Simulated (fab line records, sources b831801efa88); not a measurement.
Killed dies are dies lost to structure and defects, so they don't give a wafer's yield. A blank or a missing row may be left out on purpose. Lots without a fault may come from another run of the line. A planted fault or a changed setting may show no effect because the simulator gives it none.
Problem report in the 8D (eight disciplines) form, filled by code | flow sky130 | the parts of the form that need people (team, actions taken, sign-off) are left out

1. THE PROBLEM
beam_energy_keV at SKY_SONOS_TUNNEL_IMPLANT_09 reads a mean of 22.995 on 6 wafers of 2 lots; wafers without a fault read 20.000 with a standard deviation of 0.0061. That is +99 or more standard deviations from the usual mean.
First seen on wafer L885.2, day 15 00:46, on implanter-04. The record holds 18 wafers of 6 lots with a number at this step. Rule for "out", or "out of limits": more than 4 standard deviations from the usual mean. The other wafers with a number count as sound.

2. WHAT IT IS AND WHAT IT IS NOT
question                    | is                     | is not
which readings at this step | beam_energy_keV        | dose_ions_cm2, end_station_pressure_torr
which lots                  | L883, L885             | L875, L878, L893, L895
which wafers of those lots  | all that have a number | -
read on which tools         | implanter-04           | implanter-03
when                        | from day 15 00:46      | up to then (6 sound wafers); but 6 sound wafers of L893, L895 came after

3. SUSPECTS, AND WHAT RULES EACH OUT
Counting: a tool at a process step up to the reading stays a suspect if it ran every lot that is out and no sound lot after the first of them.
- implanter-04 at SKY_SONOS_TUNNEL_IMPLANT_09: ruled out as a lasting fault. Sound lots L893, L895 ran on it after its first lot that is out, L885 (day 15 00:46).
Left after counting: nothing in the record.

4. THE CAUSE (what the simulator had put in)
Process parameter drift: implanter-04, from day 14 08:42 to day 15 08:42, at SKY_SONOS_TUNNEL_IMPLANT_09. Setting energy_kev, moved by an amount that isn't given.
Counting ruled it out, wrongly.

5. THE CHAIN OF EFFECTS, in route order
Each row: a reading whose mean over the struck wafers that have a number lies more than 3 standard deviations from the usual. Only readings for which the record gives a usual standard deviation are gone through. hours: the time from each lot's start at the first step in this table that gives one to its start at this step, as a median over the lots. sigmas: the change in usual standard deviations.
hours | step                        | reading         | usual  | on struck wafers | change | sigmas
0     | SKY_SONOS_TUNNEL_IMPLANT_09 | beam_energy_keV | 20.000 | 22.995           | +2.995 | +99 or more
The process steps in it:
- SKY_SONOS_TUNNEL_IMPLANT_09

6. WHAT WOULD HAVE CAUGHT IT SOONER
In this record the first reading out of limits was taken at day 15 00:46, 16 hours after the fault began at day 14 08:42.
